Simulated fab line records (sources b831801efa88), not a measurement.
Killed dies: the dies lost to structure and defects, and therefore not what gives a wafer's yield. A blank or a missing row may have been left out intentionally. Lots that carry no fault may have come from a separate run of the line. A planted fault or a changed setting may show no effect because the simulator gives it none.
Struck lot and sound lot, side by side	flow sky130	16 steps out of a route of 708
Sound: the wafers L616.2, L616.5, L616.6. Struck: wafer L611.3 (left out: L611.4, L611.6 of the same lot, which were not struck); the cause appears at the end.
Each step with rows lists, per side, the tool, then ch with its chambers, then its first start. Under that, the readings that differ: sound wafers	struck wafers	difference of the means	sigmas: that difference in standard deviations of wafers without a fault.
alike: words and numbers the same on both sides, and readings whose means are apart by under 2 such deviations; not compared: readings that were withheld, readings missing a value for some wafer, numbers with overlapping values and no deviation given by the record, and bounds like >300 which may hide the same value.
A row with sigmas, a row that says differs or no value, or rows on one side alone: a step with any of these is where the two part. When numbers do not overlap yet have no deviation, they are printed without sigmas and do not part them. A reading missing from all wafers of one side parts the sides only when that side holds two or more wafers.

first, 1 step without rows for these wafers: SKY_POLY_CUT_DEVELOP_07 (develop time 60 s).
SKY_POLY_CUT_CD_MEAS_08 targets a cd of 270 nm.
  sound on cdSem-02 at day 29 20:03; struck on cdSem-02 at day 28 13:05
  alike: cdNm
SKY_POLY_CUT_OVL_MEAS_09:
  sound on overlay-02 at day 29 20:10; struck on overlay-02 at day 28 13:11
  alike: POLY_CUT_OVL
SKY_POLY_CUT_ETCH_10: etches BARC in N2/H2, stops on SiO2, time 45.9 s, target depth 60 nm.
  sound on rieDiel-03 ch 2,3, day 29 20:11; struck on rieDiel-01 ch 3, day 28 13:12
  alike: drypumpMotorCurrentA, oesProductAu, throttleValvePct
  not compared: rfHoursCounterH
SKY_POLY_CUT_ETCH_11: etches Si3N4 in CF4/CH2F2/Ar, stops on poly-Si, time 42.5 s, target depth 60 nm.
  sound on rieDiel-03 ch 2,3, day 29 20:14; struck on rieDiel-01 ch 3, day 28 13:15
  alike: drypumpMotorCurrentA, oesProductAu, throttleValvePct
  not compared: rfHoursCounterH
SKY_POLY_CUT_STRIP_12: strips in O2/N2.
  sound on plasmaAsher-02 ch 0,1, day 29 20:16; struck on plasmaAsher-02 ch 0, day 28 13:19
  alike: drypumpMotorCurrentA, oesProductAu, stripTimeToEndpointS
  not compared: rfHoursCounterH
then, 6 steps without rows for these wafers: SKY_SD_P_DEHYDRATE_00 (time 60 s); SKY_SD_P_HMDS_01 (prime time 60 s); SKY_SD_P_COAT_02 (resist thk 1140 nm); SKY_SD_P_SOFTBAKE_03 (time 60 s); SKY_SD_P_EXPOSE_04 (exposes mask PSDM, target cd 380 nm); SKY_SD_P_PEB_05.
SKY_SD_P_DEVELOP_06: develop time 60 s.
  sound on lithoTrack-02 ch 0, day 30 23:21; struck on lithoTrack-01 ch 0, day 29 17:22
SKY_SD_P_CD_MEAS_07 targets a cd of 380 nm.
  sound on cdSem-02 at day 30 23:29; struck on cdSem-02 at day 29 17:30
reading	sound	struck	difference	sigmas
cdNm (nm)	378.8 377.5 378.9	388.4	+10.0	+4
SKY_SD_P_OVL_MEAS_08:
  sound on overlay-01 at day 30 23:36; struck on overlay-02 at day 29 17:35
  alike: SD_P_OVL
SKY_PAD_OPEN_PROBE_99:
  the record holds rows for the sound wafers here (prober-02, day 49 11:35) but none for the struck ones

## WHERE THEY PART
First at SKY_SD_P_CD_MEAS_07; last, within this record, at SKY_PAD_OPEN_PROBE_99.

WHY: the cause the simulator had injected
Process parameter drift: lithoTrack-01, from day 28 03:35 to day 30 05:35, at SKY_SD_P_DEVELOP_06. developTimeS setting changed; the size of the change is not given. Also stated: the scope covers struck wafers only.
